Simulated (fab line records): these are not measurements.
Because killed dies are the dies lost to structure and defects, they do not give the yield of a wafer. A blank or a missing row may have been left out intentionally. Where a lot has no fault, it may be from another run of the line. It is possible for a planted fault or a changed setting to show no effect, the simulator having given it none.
fab line records	flow sky130
record lots=6	wafers=18	lastDay=52
route steps=708 shown SD_P@327 RES_XHIGH@332 SD_N@342 SALICIDE@361 PAD_OPEN@708
lots untouched by any fault: they come from a run of this same line in which no faults occurred
startH: hours from the record's opening day to when the first of the lot's shown wafers began	waitH: hours since the lot's step before	" same as the row above	L1.1+2: one row covering several wafers at once	- value missing, or start not given	* or withheld: withheld	< > ~ a bound
route shown NAME@n: NAME is a module with steps in the file, n the number in the route of the first one	usual: the fault-free wafers' mean and standard deviation	same: alike in all rows	chamber/n: place in a boat	sites: per-site readings	_std_site: standard deviation of those values	_edge_site: inner sites' mean taken away from outer sites' mean	radiusMm: how far each site lies from the wafer's centre	mask NAME#n: copy n	behind: the most recent tool/chamber to have shaped the wafer	hold: cause of the lot's hold/its duration in hours/its outcome	device: names the non-switching transistor (n, p or np)	end of line: at the end of the route, the tests of the same wafers	for a step that has no rows: nothing shown but its recipe	killed: count of dies lost to structure and defects at first sort (not the wafer's yield)	map: the dies of a wafer, with x for killed, . for not killed, _ for no die there
set.NAME: the setting as run; set.NAME@STEP: as run at that earlier step	model.NAME: the simulator's own value behind a step, which no gauge read
lots seen at some steps along the route; tables by step, rows by wafer
services: from which hour (startH, from the record's first day; less than 0 if before it) a tool's chamber was out of use, for how many hours, and why
## steps
# step SKY_SD_P_CD_MEAS_07
# recipe targetCdNm=380
# usual cdNm=379.9/2.8
lot.wafer	tool	chamber	startH	waitH	cdNm
L670.2	cdSem-02	-	535.28	0.1	380.0
L670.5	"	-	"	"	380.8
L670.6	"	-	"	"	381.6
L673.3	cdSem-02	-	562.42	0.1	377.6
L673.4	"	-	"	"	379.8
L673.5	"	-	"	"	377.5
L672.2	cdSem-02	-	563.65	0.1	379.7
L672.3	"	-	"	"	380.6
L672.6	"	-	"	"	378.9
L684.2	cdSem-01	-	648.23	0.1	384.9
L684.4	"	-	"	"	382.9
L684.5	"	-	"	"	384.5
L686.1	cdSem-01	-	848.64	0.1	378.3
L686.3	"	-	"	"	380.1
L686.5	"	-	"	"	377.2
L690.1	cdSem-02	-	851.64	0.1	376.5
L690.4	"	-	"	"	379.7
L690.6	"	-	"	"	376.9
# step SKY_SD_P_OVL_MEAS_08
# usual SD_P_OVL=-1.1/1.5
lot.wafer	tool	chamber	startH	waitH	SD_P_OVL[nm]
L670.2	overlay-02	-	535.39	0.1	-1.0
L670.5	"	-	"	"	-5.4
L670.6	"	-	"	"	-2.6
L673.3	overlay-01	-	562.52	0.1	-0.4
L673.4	"	-	"	"	-1.2
L673.5	"	-	"	"	-0.4
L672.2	overlay-01	-	563.76	0.1	0.3
L672.3	"	-	"	"	-0.3
L672.6	"	-	"	"	-0.3
L684.2	overlay-02	-	648.34	0.1	-4.6
L684.4	"	-	"	"	-2.4
L684.5	"	-	"	"	-4.0
L686.1	overlay-02	-	848.76	0.1	-1.3
L686.3	"	-	"	"	-1.3
L686.5	"	-	"	"	0.2
L690.1	overlay-02	-	851.76	0.1	1.4
L690.4	"	-	"	"	3.0
L690.6	"	-	"	"	1.3
# step SKY_SD_P_IMPLANT_09
# recipe species=BF2	energyKev=20	doseCm2=3e+15	tiltDeg=0
# step SKY_SD_P_STRIP_10
# recipe chemistry=O2/N2	powerW=1400	pressureMtorr=1500	platenTempC=withheld	o2FlowSccm=3000	n2FlowSccm=300	overashFraction=0.5
# usual chamberPressureMTorr=1500.1/1.3	drypumpMotorCurrentA=5.81/0.26	oesProductAu=0.617/0.0049	stripTimeToEndpointS=17.50/0.042
lot.wafer	tool	chamber	startH	waitH	chamberPressureMTorr	drypumpMotorCurrentA	oesProductAu	rfHoursCounterH	stripTimeToEndpointS
L670.2	plasmaAsher-01	1	535.57	0.1	1503.4	6.07	0.617	42	17.51
L670.5	"	0	"	"	1498.4	5.23	0.619	-	17.52
L670.6	"	1	"	"	1501.0	6.04	0.617	-	17.51
L673.3	plasmaAsher-02	0	562.72	0.1	1502.0	5.97	0.615	-	17.50
L673.4	"	1	"	"	1501.2	5.95	0.614	-	17.54
L673.5	"	1	"	"	1499.8	5.95	0.614	-	17.51
L672.2	plasmaAsher-02	1	563.94	0.1	1501.0	5.96	0.616	13	17.44
L672.3	"	1	"	"	1503.7	5.98	0.619	-	17.47
L672.6	"	0	"	"	1499.6	5.95	0.607	-	17.39
L684.2	plasmaAsher-01	0	648.52	0.1	1500.6	5.26	0.615	46	17.48
L684.4	"	1	"	"	1502.9	6.04	0.622	-	17.46
L684.5	"	0	"	"	1497.8	5.28	0.623	-	17.47
L686.1	plasmaAsher-02	1	848.94	0.1	1502.2	5.99	0.621	41	17.58
L686.3	"	0	"	"	1498.2	5.96	0.613	-	17.54
L686.5	"	1	"	"	1500.2	5.99	0.620	-	17.54
L690.1	plasmaAsher-01	0	851.94	0.1	1498.3	5.28	0.619	67	17.55
L690.4	"	1	"	"	1499.6	6.04	0.609	-	17.57
L690.6	"	1	"	"	1498.9	6.07	0.628	-	17.54
# step SKY_SD_P_TW_MEAS_11
# usual SD_P_TW=2804/10
lot.wafer	tool	chamber	startH	waitH	SD_P_TW
L670.2	filmMetro-04	-	535.68	0.1	2805
L670.5	"	-	"	"	2802
L670.6	"	-	"	"	2800
L673.3	filmMetro-04	-	562.81	0.1	2797
L673.4	"	-	"	"	2810
L673.5	"	-	"	"	2805
L672.2	filmMetro-04	-	564.05	0.1	2810
L672.3	"	-	"	"	2802
L672.6	"	-	"	"	2815
L684.2	filmMetro-02	-	648.63	0.1	2806
L684.4	"	-	"	"	2788
L684.5	"	-	"	"	2784
L686.1	filmMetro-02	-	849.04	0.1	2807
L686.3	"	-	"	"	2795
L686.5	"	-	"	"	2798
L690.1	filmMetro-04	-	852.04	0.1	2794
L690.4	"	-	"	"	2801
L690.6	"	-	"	"	2808
# step SKY_RES_XHIGH_DEHYDRATE_00
# recipe tempC=200	timeS=60
# step SKY_RES_XHIGH_HMDS_01
# recipe primeTimeS=60	primeTempC=120
# step SKY_RES_XHIGH_COAT_02
# recipe resist=NOVOLAK	spinRpm=3000	resistThkNm=1140
# step SKY_RES_XHIGH_SOFTBAKE_03
# recipe tempC=90	timeS=60	resist=NOVOLAK
# step SKY_RES_XHIGH_EXPOSE_04
# recipe maskId=URPM	na=0.6	sourceShape=conventional	sigmaOuter=0.6	polarization=unpolarized	targetCdNm=1270	doseMj=140
# step SKY_RES_XHIGH_PEB_05
# recipe tempC=withheld	timeS=*	resist=NOVOLAK
# step SKY_RES_XHIGH_DEVELOP_06
# recipe resist=NOVOLAK	developer=TMAH	developTimeS=60	devTempC=23
# step SKY_RES_XHIGH_IMPLANT_07
# recipe species=BF2	energyKev=20	doseCm2=3.6e+14	tiltDeg=0
# usual beamOnS=40/3.7	doseIonsCm2=3.6e+14/3.5e+11	faradayCurrentUA=510/52
lot.wafer	tool	chamber	startH	waitH	beamOnS	doseIonsCm2	faradayCurrentUA
L670.2	implanter-01	0	564.78	0.1	42	3.597e+14	478
L670.5	"	0	"	"	40	3.604e+14	501
L670.6	"	0	"	"	40	3.599e+14	501
L673.3	implanter-01	0	590.16	0.1	10	3.59e+13	202
L673.4	"	0	"	"	10	3.61e+13	194
L673.5	"	0	"	"	10	3.61e+13	203
L672.2	implanter-01	0	592.11	0.1	10	3.58e+13	199
L672.3	"	0	"	"	10	3.62e+13	209
L672.6	"	0	"	"	10	3.56e+13	205
L684.2	implanter-04	0	675.29	0.1	43	3.601e+14	468
L684.4	"	0	"	"	44	3.602e+14	461
L684.5	"	0	"	"	44	3.597e+14	461
L686.1	implanter-04	0	875.01	0.1	43	3.598e+14	469
L686.3	"	0	"	"	43	3.598e+14	467
L686.5	"	0	"	"	42	3.6e+14	484
L690.1	implanter-01	0	878.26	0.1	42	3.608e+14	487
L690.4	"	0	"	"	41	3.606e+14	494
L690.6	"	0	"	"	42	3.608e+14	486
# step SKY_RES_XHIGH_STRIP_08
# recipe chemistry=O2/N2	powerW=1400	pressureMtorr=1500	platenTempC=withheld	o2FlowSccm=3000	n2FlowSccm=300	overashFraction=0.5
# usual chamberPressureMTorr=1500.3/1.3	drypumpMotorCurrentA=5.91/0.18	oesProductAu=0.710/0.0043	stripTimeToEndpointS=14.28/0.038
lot.wafer	tool	chamber	startH	waitH	chamberPressureMTorr	drypumpMotorCurrentA	oesProductAu	rfHoursCounterH	stripTimeToEndpointS
L670.2	plasmaAsher-02	0	564.91	0.1	1500.6	5.96	0.715	13	14.33
L670.5	"	0	"	"	1500.5	5.97	0.710	-	14.36
L670.6	"	1	"	"	1501.5	5.98	0.717	-	14.29
L673.3	plasmaAsher-04	0	590.29	0.1	1500.5	5.56	0.715	-	14.22
L673.4	"	1	"	"	1500.6	5.90	0.722	-	14.30
L673.5	"	0	"	"	1501.7	5.57	0.710	-	14.19
L672.2	plasmaAsher-02	0	592.24	0.1	1500.5	5.97	0.718	16	14.14
L672.3	"	1	"	"	1500.6	6.01	0.710	-	14.15
L672.6	"	0	"	"	1499.7	5.97	0.721	-	14.13
L684.2	plasmaAsher-04	0	675.41	0.1	1498.2	5.56	0.706	103	14.25
L684.4	"	1	"	"	1499.1	5.93	0.707	-	14.28
L684.5	"	1	"	"	1498.8	5.90	0.709	-	14.30
L686.1	plasmaAsher-03	0	875.16	0.1	1499.5	5.83	0.711	104	14.27
L686.3	"	0	"	"	1500.4	5.84	0.708	-	14.28
L686.5	"	1	"	"	1500.7	6.15	0.714	-	14.28
L690.1	plasmaAsher-02	0	878.41	0.1	1503.1	5.96	0.709	44	14.26
L690.4	"	0	"	"	1499.8	5.95	0.709	-	14.23
L690.6	"	1	"	"	1500.7	5.96	0.723	-	14.20
# step SKY_RES_XHIGH_TW_MEAS_09
# usual RES_XHIGH_TW=1627/7.6
lot.wafer	tool	chamber	startH	waitH	RES_XHIGH_TW
L670.2	filmMetro-02	-	565.02	0.1	1625
L670.5	"	-	"	"	1641
L670.6	"	-	"	"	1641
L673.3	filmMetro-02	-	590.79	0.5	786
L673.4	"	-	"	"	786
L673.5	"	-	"	"	794
L672.2	filmMetro-04	-	592.38	0.1	801
L672.3	"	-	"	"	782
L672.6	"	-	"	"	786
L684.2	filmMetro-04	-	675.52	0.1	1611
L684.4	"	-	"	"	1615
L684.5	"	-	"	"	1613
L686.1	filmMetro-02	-	875.26	0.1	1627
L686.3	"	-	"	"	1632
L686.5	"	-	"	"	1631
L690.1	filmMetro-02	-	878.51	0.1	1634
L690.4	"	-	"	"	1634
L690.6	"	-	"	"	1633
# step SKY_SD_N_DEHYDRATE_00
# recipe tempC=200	timeS=60
# step SKY_SD_N_HMDS_01
# recipe primeTimeS=60	primeTempC=120
# step SKY_SD_N_COAT_02
# recipe resist=NOVOLAK	spinRpm=3000	resistThkNm=1140
# step SKY_SD_N_SOFTBAKE_03
# recipe tempC=90	timeS=60	resist=NOVOLAK
# step SKY_SD_N_EXPOSE_04
# recipe maskId=NSDM	na=0.6	sourceShape=conventional	sigmaOuter=0.6	polarization=unpolarized	targetCdNm=380	doseMj=141
# step SKY_SD_N_PEB_05
# recipe tempC=withheld	timeS=*	resist=NOVOLAK
# step SKY_SD_N_DEVELOP_06
# recipe resist=NOVOLAK	developer=TMAH	developTimeS=60	devTempC=23
# step SKY_SD_N_CD_MEAS_07
# recipe targetCdNm=380
# usual cdNm=379.8/2.7
lot.wafer	tool	chamber	startH	waitH	cdNm
L670.2	cdSem-02	-	593.33	0.1	379.7
L670.5	"	-	"	"	378.6
L670.6	"	-	"	"	379.1
L673.3	cdSem-02	-	617.87	0.1	380.3
L673.4	"	-	"	"	377.8
L673.5	"	-	"	"	377.3
L672.2	cdSem-01	-	620.35	0.1	381.4
L672.3	"	-	"	"	383.3
L672.6	"	-	"	"	380.0
L684.2	cdSem-01	-	703.36	0.1	380.1
L684.4	"	-	"	"	379.5
L684.5	"	-	"	"	380.2
L686.1	cdSem-02	-	901.94	0.1	381.1
L686.3	"	-	"	"	379.4
L686.5	"	-	"	"	379.9
L690.1	cdSem-02	-	905.84	0.1	380.0
L690.4	"	-	"	"	378.8
L690.6	"	-	"	"	378.2
# step SKY_SD_N_OVL_MEAS_08
# usual SD_N_OVL=-1.7/1.4
lot.wafer	tool	chamber	startH	waitH	SD_N_OVL[nm]
L670.2	overlay-02	-	593.43	0.1	-0.2
L670.5	"	-	"	"	-2.8
L670.6	"	-	"	"	-4.3
L673.3	overlay-02	-	617.97	0.1	0.0
L673.4	"	-	"	"	-0.8
L673.5	"	-	"	"	-1.7
L672.2	overlay-02	-	620.46	0.1	-4.6
L672.3	"	-	"	"	-5.0
L672.6	"	-	"	"	-3.3
L684.2	overlay-02	-	703.46	0.1	-0.7
L684.4	"	-	"	"	-0.2
L684.5	"	-	"	"	-1.3
L686.1	overlay-01	-	902.06	0.1	-0.9
L686.3	"	-	"	"	1.5
L686.5	"	-	"	"	0.6
L690.1	overlay-02	-	905.96	0.1	-2.6
L690.4	"	-	"	"	-2.1
L690.6	"	-	"	"	-3.1
# step SKY_SD_N_IMPLANT_09
# recipe species=As	energyKev=50	doseCm2=4e+15	tiltDeg=0
# step SKY_SD_N_IMPLANT_10
# recipe species=P	energyKev=20	doseCm2=1e+14	tiltDeg=0
# step SKY_SD_N_STRIP_11
# recipe chemistry=O2/N2	powerW=1400	pressureMtorr=1500	platenTempC=withheld	o2FlowSccm=3000	n2FlowSccm=300	overashFraction=0.5
# usual chamberPressureMTorr=1499.8/1.5	drypumpMotorCurrentA=5.83/0.29	oesProductAu=0.527/0.0045	stripTimeToEndpointS=22.55/0.043
lot.wafer	tool	chamber	startH	waitH	chamberPressureMTorr	drypumpMotorCurrentA	oesProductAu	rfHoursCounterH	stripTimeToEndpointS
L670.2	plasmaAsher-04	1	593.76	0.1	1501.4	5.92	0.528	93	22.57
L670.5	"	0	"	"	1498.0	5.56	0.532	-	22.58
L670.6	"	1	"	"	1500.2	5.92	0.531	-	22.61
L673.3	plasmaAsher-04	0	618.32	0.1	1502.2	5.55	0.527	-	22.55
L673.4	"	1	"	"	1499.7	5.86	0.518	-	22.52
L673.5	"	0	"	"	1497.6	5.56	0.527	-	22.55
L672.2	plasmaAsher-03	0	620.79	0.1	1498.1	5.82	0.530	79	22.53
L672.3	"	1	"	"	1498.7	6.17	0.528	-	22.50
L672.6	"	0	"	"	1499.6	5.82	0.526	-	22.59
L684.2	plasmaAsher-01	0	703.79	0.1	1500.5	5.26	0.533	52	22.58
L684.4	"	1	"	"	1498.5	6.08	0.530	-	22.54
L684.5	"	1	"	"	1499.8	6.09	0.525	-	22.57
L686.1	plasmaAsher-01	1	902.39	0.1	1504.3	6.06	0.525	72	22.55
L686.3	"	0	"	"	1501.0	5.22	0.525	-	22.51
L686.5	"	1	"	"	1498.1	6.05	0.532	-	22.56
L690.1	plasmaAsher-04	1	906.29	0.1	1500.1	5.88	0.527	15	22.54
L690.4	"	0	"	"	1500.7	5.57	0.530	-	22.55
L690.6	"	1	"	"	1500.3	5.90	0.529	-	22.55
# step SKY_SD_N_TW_MEAS_12
# usual SD_N_TW=3946/20
lot.wafer	tool	chamber	startH	waitH	SD_N_TW
L670.2	filmMetro-02	-	593.87	0.1	3964
L670.5	"	-	"	"	3974
L670.6	"	-	"	"	3972
L673.3	filmMetro-02	-	618.41	0.1	3974
L673.4	"	-	"	"	3957
L673.5	"	-	"	"	3954
L672.2	filmMetro-01	-	620.90	0.1	3903
L672.3	"	-	"	"	3911
L672.6	"	-	"	"	3933
L684.2	filmMetro-04	-	703.90	0.1	3938
L684.4	"	-	"	"	3953
L684.5	"	-	"	"	3928
L686.1	filmMetro-02	-	902.49	0.1	3956
L686.3	"	-	"	"	3951
L686.5	"	-	"	"	3947
L690.1	filmMetro-04	-	906.39	0.1	3934
L690.4	"	-	"	"	3899
L690.6	"	-	"	"	3938
# step SKY_SD_N_CLEAN_13
# recipe chemistry=SC1/SC2	mix=1:4:20	tempC=70	timeS=150	dry=n2Spin
# step SKY_SD_N_RTA_14
# recipe tempC=1075	timeS=2	idleTempC=650	rampUpCPerS=150	rampDownCPerS=90	ambient=N2
# usual lampPowerPct=15.72/0.049	wafer_temp_C_max=1078.1/1.2
lot.wafer	tool	chamber	startH	waitH	lampPowerPct	wafer_temp_C_max
L670.2	rtpAnneal-01	0	593.98	0.0	15.74	1076.9
L670.5	"	0	"	"	15.76	1080.3
L670.6	"	0	"	"	15.68	1077.2
L673.3	rtpAnneal-01	0	618.53	0.0	15.76	1079.3
L673.4	"	0	"	"	15.75	1077.1
L673.5	"	0	"	"	15.72	1079.7
L672.2	rtpAnneal-02	0	621.02	0.0	15.70	1080.4
L672.3	"	0	"	"	15.71	1079.2
L672.6	"	0	"	"	15.73	1078.2
L684.2	rtpAnneal-02	0	704.01	0.0	15.73	1077.2
L684.4	"	0	"	"	15.83	1077.2
L684.5	"	0	"	"	15.72	1079.7
L686.1	rtpAnneal-01	0	902.61	0.0	15.75	1078.2
L686.3	"	0	"	"	15.77	1078.1
L686.5	"	0	"	"	15.65	1079.0
L690.1	rtpAnneal-02	0	906.50	0.0	15.72	1077.0
L690.4	"	0	"	"	15.68	1078.9
L690.6	"	0	"	"	15.75	1076.9
# step SKY_SD_N_RS_MEAS_16
# recipe thkMeasGauge=four-point-probe
# usual SD_N_RS=68.43/0.11
lot.wafer	tool	chamber	startH	waitH	SD_N_RS[ohm/sq]
L670.2	filmMetro-01	-	594.16	0.1	68.08
L670.5	"	-	"	"	68.16
L670.6	"	-	"	"	68.21
L673.3	filmMetro-04	-	618.72	0.1	68.47
L673.4	"	-	"	"	68.32
L673.5	"	-	"	"	68.42
L672.2	filmMetro-01	-	621.20	0.1	68.42
L672.3	"	-	"	"	68.28
L672.6	"	-	"	"	68.31
L684.2	filmMetro-04	-	704.19	0.1	68.31
L684.4	"	-	"	"	68.41
L684.5	"	-	"	"	68.38
L686.1	filmMetro-01	-	902.79	0.1	68.38
L686.3	"	-	"	"	68.36
L686.5	"	-	"	"	68.43
L690.1	filmMetro-01	-	906.68	0.1	68.47
L690.4	"	-	"	"	68.53
L690.6	"	-	"	"	68.68
# step SKY_SD_N_RS_MEAS_17
# recipe thkMeasGauge=four-point-probe
# usual SD_P_RS=146.8/0.38
lot.wafer	tool	chamber	startH	waitH	SD_P_RS[ohm/sq]
L670.2	filmMetro-01	-	594.28	0.1	145.7
L670.5	"	-	"	"	145.8
L670.6	"	-	"	"	146.0
L673.3	filmMetro-04	-	618.84	0.1	147.2
L673.4	"	-	"	"	146.1
L673.5	"	-	"	"	146.9
L672.2	filmMetro-01	-	621.32	0.1	147.1
L672.3	"	-	"	"	146.8
L672.6	"	-	"	"	146.5
L684.2	filmMetro-04	-	704.31	0.1	146.9
L684.4	"	-	"	"	147.0
L684.5	"	-	"	"	147.0
L686.1	filmMetro-01	-	902.91	0.1	147.0
L686.3	"	-	"	"	147.2
L686.5	"	-	"	"	147.2
L690.1	filmMetro-01	-	906.80	0.1	146.7
L690.4	"	-	"	"	146.9
L690.6	"	-	"	"	147.3
# step SKY_SD_N_RS_MEAS_18
# recipe thkMeasGauge=four-point-probe
# usual RES_XHIGH_RS=332.6/1.2
lot.wafer	tool	chamber	startH	waitH	RES_XHIGH_RS[ohm/sq]
L670.2	filmMetro-01	-	594.40	0.1	330.8
L670.5	"	-	"	"	330.8
L670.6	"	-	"	"	330.9
L673.3	filmMetro-04	-	618.96	0.1	2025.1
L673.4	"	-	"	"	2015.4
L673.5	"	-	"	"	1987.8
L672.2	filmMetro-01	-	621.44	0.1	1945.1
L672.3	"	-	"	"	2027.7
L672.6	"	-	"	"	2031.8
L684.2	filmMetro-04	-	704.43	0.1	331.7
L684.4	"	-	"	"	330.7
L684.5	"	-	"	"	330.9
L686.1	filmMetro-01	-	903.03	0.1	335.0
L686.3	"	-	"	"	334.4
L686.5	"	-	"	"	333.9
L690.1	filmMetro-01	-	906.92	0.1	332.2
L690.4	"	-	"	"	333.4
L690.6	"	-	"	"	331.5
# step SKY_SALICIDE_CLEAN_00
# recipe chemistry=HF-last	timeS=30	dilution=100:1	dry=ipaMarangoni
# step SKY_PAD_OPEN_PROBE_99
# usual killed_at_M0_to_M3=43/7	killed_at_M4_up=2.7/1.6	killedAtContacts=24/5.3	killedAtFrontEnd=16/4.6	killedAtOther=0.3/0.53	killedDies=86/9.3	killedOpen=47/6.9	killedShort=38/6.1
# same grossDies=492	killedAtBackSide=0
lot.wafer	tool	chamber	startH	waitH	killed_at_M0_to_M3	killed_at_M4_up	killedAtContacts	killedAtFrontEnd	killedAtOther	killedDies	killedOpen	killedShort	model.etest.resXhighPo.open
L670.2	prober-02	-	1042.97	0.1	42	3	26	19	1	91	53	38	0
L670.5	prober-02	-	1043.12	0.2	43	3	28	11	1	86	45	41	0
L670.6	prober-02	-	1043.17	0.2	42	3	17	17	2	81	39	41	0
L673.3	prober-02	-	1057.81	0.2	35	2	26	16	0	79	43	36	1
L673.4	prober-02	-	1057.86	0.2	59	3	26	13	0	101	54	47	1
L673.5	prober-02	-	1057.91	0.2	36	6	33	18	0	93	53	40	1
L672.2	prober-01	-	1061.04	0.1	36	1	21	16	1	75	32	43	1
L672.3	prober-01	-	1061.09	0.2	37	4	23	11	1	76	40	36	1
L672.6	prober-01	-	1061.24	0.2	44	4	15	13	0	76	39	37	1
L684.2	prober-02	-	1116.76	0.1	51	3	26	17	0	97	57	39	0
L684.4	prober-02	-	1116.86	0.2	54	3	21	18	0	96	45	51	0
L684.5	prober-02	-	1116.91	0.2	36	1	32	20	0	89	55	34	0
L686.1	prober-02	-	1241.26	0.1	37	0	21	25	1	84	48	35	0
L686.3	prober-02	-	1241.36	0.2	26	1	26	21	0	74	38	36	0
L686.5	prober-02	-	1241.46	0.2	46	7	20	12	1	86	48	38	0
L690.1	prober-02	-	1243.06	0.4	54	2	27	18	1	102	43	59	0
L690.4	prober-02	-	1243.21	0.5	40	4	20	22	1	87	43	44	0
L690.6	prober-02	-	1243.31	0.6	47	2	21	20	1	91	55	36	0
# killed by level:class
L670.2 LI_CONTACT:geometricParticle:open=10 VIA1:geometricParticle:open=8 CONTACT:geometricParticle:open=7 METAL2:geometricParticle:short=7 VIA3:geometricParticle:open=7 LOCAL_INTERCONNECT:geometricParticle:short=6 VIA2:geometricParticle:open=6 FIELD_ISO:geometricParticle:open=5
L670.5 VIA1:geometricParticle:open=12 CONTACT:geometricParticle:short=10 VIA1:geometricParticle:short=8 CONTACT:geometricParticle:open=7 LI_CONTACT:geometricParticle:open=6 VIA3:geometricParticle:open=6 METAL1:geometricParticle:short=5 METAL2:geometricParticle:short=5
L670.6 VIA1:geometricParticle:open=9 VIA1:geometricParticle:short=8 VIA3:geometricParticle:open=7 POLY_GATE:geometricParticle:short=6 CONTACT:geometricParticle:open=6 METAL2:geometricParticle:short=5 FIELD_ISO:geometricParticle:open=4 LI_CONTACT:geometricParticle:open=4
L673.3 VIA1:geometricParticle:open=9 CONTACT:geometricParticle:open=8 LI_CONTACT:geometricParticle:open=7 CONTACT:geometricParticle:short=6 FIELD_ISO:geometricParticle:short=5 VIA2:geometricParticle:open=5 VIA1:geometricParticle:short=4 VIA3:geometricParticle:short=4
L673.4 VIA1:geometricParticle:open=15 METAL2:geometricParticle:short=10 CONTACT:geometricParticle:open=9 VIA3:geometricParticle:open=7 METAL1:geometricParticle:short=6 LI_CONTACT:geometricParticle:open=6 CONTACT:geometricParticle:short=6 VIA2:geometricParticle:open=6
L673.5 CONTACT:geometricParticle:open=13 VIA1:geometricParticle:open=11 POLY_GATE:geometricParticle:short=7 LI_CONTACT:geometricParticle:short=7 LI_CONTACT:geometricParticle:open=7 POLY_GATE:geometricParticle:open=6 METAL2:geometricParticle:short=6 CONTACT:geometricParticle:short=5
L672.2 VIA1:geometricParticle:open=9 METAL1:geometricParticle:short=6 POLY_GATE:geometricParticle:short=6 CONTACT:geometricParticle:open=6 FIELD_ISO:geometricParticle:short=5 CONTACT:geometricParticle:short=5 VIA1:geometricParticle:short=5 LOCAL_INTERCONNECT:geometricParticle:short=4
L672.3 VIA1:geometricParticle:open=10 LOCAL_INTERCONNECT:geometricParticle:short=7 FIELD_ISO:geometricParticle:open=6 VIA3:geometricParticle:open=5 CONTACT:geometricParticle:open=5 LI_CONTACT:geometricParticle:open=4 CONTACT:geometricParticle:short=4 VIA1:geometricParticle:short=4
L672.6 CONTACT:geometricParticle:open=10 METAL1:geometricParticle:short=9 VIA1:geometricParticle:short=8 VIA1:geometricParticle:open=7 VIA3:geometricParticle:open=7 VIA2:geometricParticle:open=4 FIELD_ISO:geometricParticle:open=3 VIA2:geometricParticle:short=3
L684.2 VIA1:geometricParticle:open=15 CONTACT:geometricParticle:open=13 VIA2:geometricParticle:open=8 LI_CONTACT:geometricParticle:open=6 METAL1:geometricParticle:short=6 VIA1:geometricParticle:short=6 FIELD_ISO:geometricParticle:short=4 POLY_GATE:geometricParticle:open=4
L684.4 VIA1:geometricParticle:short=12 VIA1:geometricParticle:open=10 VIA2:geometricParticle:open=10 FIELD_ISO:geometricParticle:short=8 LOCAL_INTERCONNECT:geometricParticle:short=5 VIA3:geometricParticle:open=5 LI_CONTACT:geometricParticle:open=4 CONTACT:geometricParticle:short=4
L684.5 CONTACT:geometricParticle:open=13 VIA1:geometricParticle:open=13 LI_CONTACT:geometricParticle:open=10 POLY_GATE:geometricParticle:short=5 LOCAL_INTERCONNECT:geometricParticle:short=5 POLY_GATE:geometricParticle:open=4 VIA2:geometricParticle:open=4 METAL1:geometricParticle:short=3
L686.1 VIA1:geometricParticle:open=9 LI_CONTACT:geometricParticle:open=8 VIA3:geometricParticle:open=6 FIELD_ISO:geometricParticle:short=5 POLY_GATE:geometricParticle:short=5 POLY_GATE:geometricParticle:open=5 CONTACT:geometricParticle:short=5 METAL2:geometricParticle:short=5
L686.3 CONTACT:geometricParticle:open=9 POLY_GATE:geometricParticle:short=6 LI_CONTACT:geometricParticle:short=6 VIA1:geometricParticle:open=6 FIELD_ISO:geometricParticle:short=5 CONTACT:geometricParticle:short=5 VIA3:geometricParticle:open=5 FIELD_ISO:geometricParticle:open=4
L686.5 VIA3:geometricParticle:open=16 METAL1:geometricParticle:short=10 LI_CONTACT:geometricParticle:open=6 CONTACT:geometricParticle:open=6 VIA2:geometricParticle:open=5 POLY_GATE:geometricParticle:short=4 METAL4:geometricParticle:open=4 POLY_GATE:geometricParticle:open=3
L690.1 CONTACT:geometricParticle:open=15 VIA1:geometricParticle:open=12 METAL2:geometricParticle:short=10 FIELD_ISO:geometricParticle:short=7 VIA1:geometricParticle:short=6 LOCAL_INTERCONNECT:geometricParticle:short=5 VIA3:geometricParticle:short=5 METAL3:geometricParticle:short=5
L690.4 VIA1:geometricParticle:open=10 CONTACT:geometricParticle:open=9 FIELD_ISO:geometricParticle:short=6 VIA2:geometricParticle:open=6 POLY_GATE:geometricParticle:short=5 FIELD_ISO:geometricParticle:open=4 METAL2:geometricParticle:short=4 METAL4:geometricParticle:short=4
L690.6 CONTACT:geometricParticle:open=13 VIA1:geometricParticle:open=13 METAL2:geometricParticle:short=13 VIA2:geometricParticle:open=8 FIELD_ISO:geometricParticle:open=6 POLY_GATE:geometricParticle:short=5 VIA3:geometricParticle:open=4 LOCAL_INTERCONNECT:geometricParticle:short=3
## services
tool	chamber	startH	hours	kind
implanter-04	-	522.84	5.0	pm
implanter-04	-	535.39	1.6	repair
plasmaAsher-02	-	540.70	2.6	repair
plasmaAsher-01	-	570.89	39.0	repair
plasmaAsher-03	-	597.09	0.7	repair
plasmaAsher-01	-	617.08	28.1	pm
implanter-01	-	646.64	8.4	repair
implanter-04	-	649.44	1.9	repair
plasmaAsher-03	-	681.86	2.8	pm
rtpAnneal-02	-	688.60	2.9	pm
rtpAnneal-02	-	695.98	6.2	pm
plasmaAsher-02	-	730.37	2.8	pm
rtpAnneal-01	-	733.44	3.3	pm
plasmaAsher-04	-	733.75	9.0	pm
plasmaAsher-04	0	733.75	9.0	ventCycle
implanter-01	-	734.08	1.0	repair
implanter-01	-	773.88	5.2	pm
implanter-04	-	793.00	2.6	repair
rtpAnneal-01	-	837.52	48.3	pm
implanter-04	-	862.48	4.5	pm
plasmaAsher-01	-	870.36	0.9	repair
implanter-01	-	875.47	2.4	repair
implanter-01	-	879.68	2.6	repair
plasmaAsher-04	-	892.34	11.9	repair
## key
firstSign step=SKY_RES_XHIGH_IMPLANT_07	reading=doseIonsCm2	direction=down	sigmas=99+	usual=*	struck=*
effect step=SKY_RES_XHIGH_IMPLANT_07	reading=beamOnS	direction=down	sigmas=8.1	usual=40	struck=10
effect step=SKY_RES_XHIGH_TW_MEAS_09	reading=RES_XHIGH_TW	direction=down	sigmas=99+	usual=1627	struck=789
effect step=SKY_SD_N_RS_MEAS_18	reading=RES_XHIGH_RS	direction=up	sigmas=99+	usual=332.6	struck=2005.5
modelEffect step=SKY_PAD_OPEN_PROBE_99	value=etest.resXhighPo.open	without=0	struck=1
metAt SKY_RES_XHIGH_IMPLANT_07
struckWafers L672.2,L672.3,L672.6,L673.3,L673.4,L673.5
testerLeftOut L672,L673
onsetBetween 564.78 590.16
fault kind=processParameterDrift	tool=implanter-01	chamber=-	onsetH=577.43	steps=SKY_RES_XHIGH_IMPLANT_07	channel=doseCm2	offset=*	shape=step	endH=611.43	actsIn=*	stated=*
# testerLeftOut: of these lots the tester's yield and bins aren't shown, on N5 and GAA mostly nor the transistor test; their killed dies are dies lost to structure and defects alone, not to doping, threshold or leakage, so they don't give the yield
